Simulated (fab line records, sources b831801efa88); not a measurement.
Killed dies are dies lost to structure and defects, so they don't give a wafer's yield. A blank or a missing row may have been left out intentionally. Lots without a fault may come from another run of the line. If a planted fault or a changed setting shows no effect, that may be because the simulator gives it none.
A lot that was struck, set against a sound lot -- flow sky130 -- 14 out of 708 route steps
Sound: wafers L207.1, L207.4, L207.5. Wafers L217.1, L217.2, L217.6 were the ones struck. The cause is given at the end.
Each step with rows lists, per side, the tool, then ch with its chambers, then its first start. Under that, the readings that differ: sound wafers -- struck wafers -- difference of the means -- sigmas: that difference in standard deviations of wafers without a fault.
alike: a reading whose means differ by less than 2 such deviations, as well as words and numbers matching on both sides. not compared: withheld readings; readings where some wafer has no value; bounds like >300 that might hide an equal value; numbers whose values overlap and for which the record gives no deviation.
Wherever a step has rows on one side only, a row that says differs or no value, or a row with sigmas, the two part there. Numbers that don't overlap but have no deviation are shown without sigmas and don't part them. Lack of a reading on every wafer of one side parts them only where that side has two or more wafers.

first, 3 steps without rows for these wafers: SKY_PWDE_EXPOSE_04 (exposes mask PWDEM, target cd 840 nm); SKY_PWDE_PEB_05; SKY_PWDE_DEVELOP_06 (develop time 60 s).
SKY_PWDE_OVL_MEAS_07:
  struck on overlay-02, day 6 07:05; sound on overlay-01, day 3 19:26
  alike: PWDE_OVL
next, for these wafers, 1 step has no rows: SKY_PWDE_IMPLANT_08.
SKY_PWDE_STRIP_09: strips in O2/N2.
  sound on plasma asher-04 ch 0, day 3 19:37; struck on plasma asher-04 ch 0,1, day 6 07:16
  alike: drypump motor current A, oes product au, strip time to endpoint s
  not compared: rf hours counter h
SKY_PWDE_TW_MEAS_10:
  struck on film metro-03, day 6 07:22; sound on film metro-04, day 3 19:43
  alike: PWDE_TW
then, 5 steps without rows for these wafers: SKY_NWELL_DEHYDRATE_03 (time 60 s); SKY_NWELL_HMDS_04 (prime time 60 s); SKY_NWELL_COAT_05 (resist thk 3000 nm); SKY_NWELL_SOFTBAKE_06; SKY_NWELL_EXPOSE_07 (exposes mask NWM, target cd 840 nm).
SKY_NWELL_PEB_08:
  sound on litho track-01 ch 0, day 4 11:00; struck on litho track-03, day 7 02:00
  no value came back on the struck wafers for chill plate temp C (C), exhaust pa (Pa); on the sound wafers chill plate temp C (C) reads 23.22 23.26 23.16
then, 1 step without rows for these wafers: SKY_NWELL_DEVELOP_09 (develop time 60 s).

== WHERE THEY PART ==
Only at SKY_NWELL_PEB_08, within this record.

WHY: the cause the simulator had injected
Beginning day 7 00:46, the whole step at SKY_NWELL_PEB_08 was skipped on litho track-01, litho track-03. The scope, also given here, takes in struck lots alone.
